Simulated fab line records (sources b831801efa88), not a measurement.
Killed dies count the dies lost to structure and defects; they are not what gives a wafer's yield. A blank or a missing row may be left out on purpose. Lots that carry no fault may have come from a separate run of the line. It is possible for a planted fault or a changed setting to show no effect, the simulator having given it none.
fab line records | flow sfqLine
record lots=5 wafers=23
route steps=325 shown I7@307 M8@319
startH: hours from the record's opening day to when the first of the lot's shown wafers began | waitH: how many hours have passed since the lot's step before this one | " the same as in the row above | L1.1+2: several wafers, shown together as one row | - no value present, or no start provided | * or withheld: withheld | < > ~ a bound
route shown NAME@n: NAME is a module with steps in the file, n the number in the route of the first one | usual: mean/standard deviation of fault-free wafers | same: alike in all rows | chamber/n: place in a boat | sites: each site's reading | _std_site: their standard deviation | _edge_site: inner sites' mean taken away from outer sites' mean | radiusMm: for every site, how far away it sits from the centre of the wafer | mask NAME#n: copy n | behind: tool/chamber where the wafer was last shaped | hold: reason for holding the lot/hours on hold/outcome of the hold | device: the n, p or np transistor that did not switch | end of line: the tests these same wafers got at the end of their route | a step with no rows: only its recipe | killed: the dies lost at the first sort to structure and to defects; this is not the yield of the wafer | map: the dies of a wafer, with x for killed, . for not killed, _ for no die there
set.NAME: setting as actually run; set.NAME@STEP: the setting as run at that earlier step | model.NAME: the simulator's own value behind a step, which no gauge read
lots with deliberately changed settings; one table per step, one row per wafer
## steps
# step SFQ_TRILAYER_I7_VIA_BARC_OPEN_VIA_ETCH_260
# recipe maskMaterial=PR chemistry=O2 targetDepthNm=125 target=BARC sourceW=500 biasW=80 pressureMtorr=30 timeS=41.7
# columns lot.wafer tool chamber startH waitH set.timeS set.resistThkNm@TRILAYER_I7_VIA_LITHO_COAT_187 model.KrF_of_TRILAYER_I7_VIA_LITHO_COAT_187.thkNm
L074.1 rieDiel-02 1 1700.61 0.0 41.7 650 571.6
L074.2 " 3 " " 39.24 618.7 541.5
L074.4 " 0 " " 39.24 650 575.4
L074.5 " 3 " " 39.24 650 574.6
L074.6 " 0 " " 41.7 618.7 540.9
L075.1 rieDiel-03 1 1704.21 0.0 35.83 673.6 604.9
L075.2 " 0 " " 35.83 650 580.2
L075.3 " 2 " " 41.7 673.6 597.8
L075.4 " 3 " " 41.7 673.6 598.6
L075.6 " 0 " " 35.83 650 582.6
L080.1 rieDiel-03 3 1822.24 0.0 46.6 650 565.3
L080.2 " 2 " " 41.7 668.5 591.1
L080.4 " 2 " " 41.7 650 572.6
L080.5 " 3 " " 41.7 668.5 590.5
L080.6 " 1 " " 46.6 668.5 584.1
L083.3 rieDiel-03 1 1831.86 0.0 41.7 650 567.6
L083.4 " 2 " " 41.7 650 573.4
L083.6 " 2 " " 41.7 650 571.4
L085.2 rieDiel-03 1 1841.44 0.0 41.7 650 569.4
L085.3 " 3 " " 47.63 650 561
L085.4 " 0 " " 41.7 650 571.1
L085.5 " 0 " " 41.7 650 572
L085.6 " 3 " " 47.63 650 563.1
# step SFQ_TRILAYER_M8_DEP_EVAP_197
# recipe material=Ti angularSpreadDeg=1 targetThkNm=20 timeS=100 powerW=2000
# columns lot.wafer tool chamber startH waitH set.timeS model.Ti_of_TRILAYER_M8_DEP_EVAP_197.thkNm
L074.1 pvdSputter-01 - 1708.33 0.0 100 19.63
L074.2 " - " " 100 19.96
L074.4 " - " " 107.9 21.12
L074.5 " - " " 107.9 21.6
L074.6 " - " " 107.9 21.68
L075.1 pvdSputter-02 - 1716.08 0.0 100 20.07
L075.2 " - " " 107.2 21.48
L075.3 " - " " 107.2 21.22
L075.4 " - " " 100 19.9
L075.6 " - " " 100 20.19
L080.1 pvdSputter-01 - 1829.94 0.0 93.7 18.74
L080.2 " - " " 93.7 18.75
L080.4 " - " " 93.7 19.02
L080.5 " - " " 100 20.06
L080.6 " - " " 100 20.29
L083.3 pvdSputter-02 - 1837.14 0.0 100 19.74
L083.4 " - " " 100 19.97
L083.6 " - " " 100 20.18
L085.2 pvdSputter-02 - 1845.54 0.0 100 20.49
L085.3 " - " " 100 20.13
L085.4 " - " " 100 20.53
L085.5 " - " " 89.93 18.29
L085.6 " - " " 89.93 18.05
# step SFQ_TRILAYER_M8_DEP_EVAP_196
# recipe material=Au angularSpreadDeg=1 targetThkNm=180 timeS=900 powerW=2000
# columns lot.wafer tool chamber startH waitH set.timeS model.Au_of_TRILAYER_M8_DEP_EVAP_196.thkNm
L074.1 pvdSputter-01 - 1708.56 0.1 900 181
L074.2 " - " " 900 179.7
L074.4 " - " " 900 178.8
L074.5 " - " " 900 179.8
L074.6 " - " " 900 182.1
L075.1 pvdSputter-02 - 1716.31 0.1 900 181.9
L075.2 " - " " 900 180.7
L075.3 " - " " 900 184.3
L075.4 " - " " 781.7 157.5
L075.6 " - " " 781.7 158
L080.1 pvdSputter-01 - 1830.17 0.1 900 180.3
L080.2 " - " " 900 182.4
L080.4 " - " " 965.6 194.8
L080.5 " - " " 965.6 195.9
L080.6 " - " " 965.6 195.7
L083.3 pvdSputter-02 - 1837.40 0.1 900 183.1
L083.4 " - " " 900 180.8
L083.6 " - " " 900 182.9
L085.2 pvdSputter-02 - 1845.80 0.1 900 180.6
L085.3 " - " " 900 179.1
L085.4 " - " " 900 181.8
L085.5 " - " " 900 179.2
L085.6 " - " " 900 180.5
# step SFQ_M8_RS_MEAS_949
# recipe thkMeasGauge=four-point-probe reads=Au_of_TRILAYER_M8_DEP_EVAP_196+Pt_of_TRILAYER_M8_DEP_EVAP_198+Ti_of_TRILAYER_M8_DEP_EVAP_197
# usual M8_AU_RS=0.1526/0.0012
# columns lot.wafer tool chamber startH waitH set.timeS@TRILAYER_M8_DEP_EVAP_196 M8_AU_RS[ohm/sq]
L074.1 filmMetro-03 - 1709.08 0.3 900 0.1525
L074.2 " - " " 900 0.1540
L074.4 " - " " 900 0.1545
L074.5 " - " " 900 0.1536
L074.6 " - " " 900 0.1518
L075.1 filmMetro-04 - 1716.82 0.3 900 0.1520
L075.2 " - " " 900 0.1530
L075.3 " - " " 900 0.1500
L075.4 " - " " 781.7 0.1760
L075.6 " - " " 781.7 0.1752
L080.1 filmMetro-02 - 1830.68 0.3 900 0.1534
L080.2 " - " " 900 0.1514
L080.4 " - " " 965.6 0.1415
L080.5 " - " " 965.6 0.1407
L080.6 " - " " 965.6 0.1408
L083.3 filmMetro-03 - 1838.02 0.3 900 0.1511
L083.4 " - " " 900 0.1534
L083.6 " - " " 900 0.1514
L085.2 filmMetro-02 - 1846.40 0.3 900 0.1526
L085.3 " - " " 900 0.1541
L085.4 " - " " 900 0.1516
L085.5 " - " " 900 0.1543
L085.6 " - " " 900 0.1530
# step SFQ_M8_THK_MEAS_950
# recipe thkMeasGauge=xrf reads=Au_of_TRILAYER_M8_DEP_EVAP_196
# usual M8_AU_THK=180.4/2.1
# columns lot.wafer tool chamber startH waitH set.timeS@TRILAYER_M8_DEP_EVAP_196 M8_AU_THK[nm]
L074.1 filmMetro-03 - 1709.20 0.1 900 179.4
L074.2 " - " " 900 178.3
L074.4 " - " " 900 178.3
L074.5 " - " " 900 178.5
L074.6 " - " " 900 181.0
L075.1 filmMetro-04 - 1716.94 0.1 900 183.5
L075.2 " - " " 900 182.0
L075.3 " - " " 900 185.2
L075.4 " - " " 781.7 158.5
L075.6 " - " " 781.7 158.6
L080.1 filmMetro-02 - 1830.80 0.1 900 179.7
L080.2 " - " " 900 181.7
L080.4 " - " " 965.6 194.0
L080.5 " - " " 965.6 195.0
L080.6 " - " " 965.6 195.2
L083.3 filmMetro-03 - 1838.12 0.1 900 181.8
L083.4 " - " " 900 179.4
L083.6 " - " " 900 181.9
L085.2 filmMetro-02 - 1846.51 0.1 900 179.6
L085.3 " - " " 900 178.8
L085.4 " - " " 900 181.3
L085.5 " - " " 900 179.2
L085.6 " - " " 900 179.6
## key
split step=SFQ_TRILAYER_I7_VIA_BARC_OPEN_VIA_ETCH_260 setting=timeS stated=41.7 by=wafer
response none clear
split step=SFQ_TRILAYER_M8_DEP_EVAP_197 setting=timeS stated=100 by=wafer
response step=SFQ_TRILAYER_M8_DEP_EVAP_197 reading=model.Ti_of_TRILAYER_M8_DEP_EVAP_197.thkNm change=+0.209 per=1% r=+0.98
split step=SFQ_TRILAYER_M8_DEP_EVAP_196 setting=timeS stated=900 by=wafer
response step=SFQ_TRILAYER_M8_DEP_EVAP_196 reading=model.Au_of_TRILAYER_M8_DEP_EVAP_196.thkNm change=+1.89 per=1% r=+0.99
response step=SFQ_M8_RS_MEAS_949 reading=M8_AU_RS change=-0.00176 per=1% r=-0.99
response step=SFQ_M8_THK_MEAS_950 reading=M8_AU_THK change=+1.91 per=1% r=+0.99
split outsideThisFile step=SFQ_TRILAYER_I7_VIA_LITHO_COAT_187 setting=resistThkNm
# split outsideThisFile: this setting was split too, and the file shows its column; the key of that split is in another file
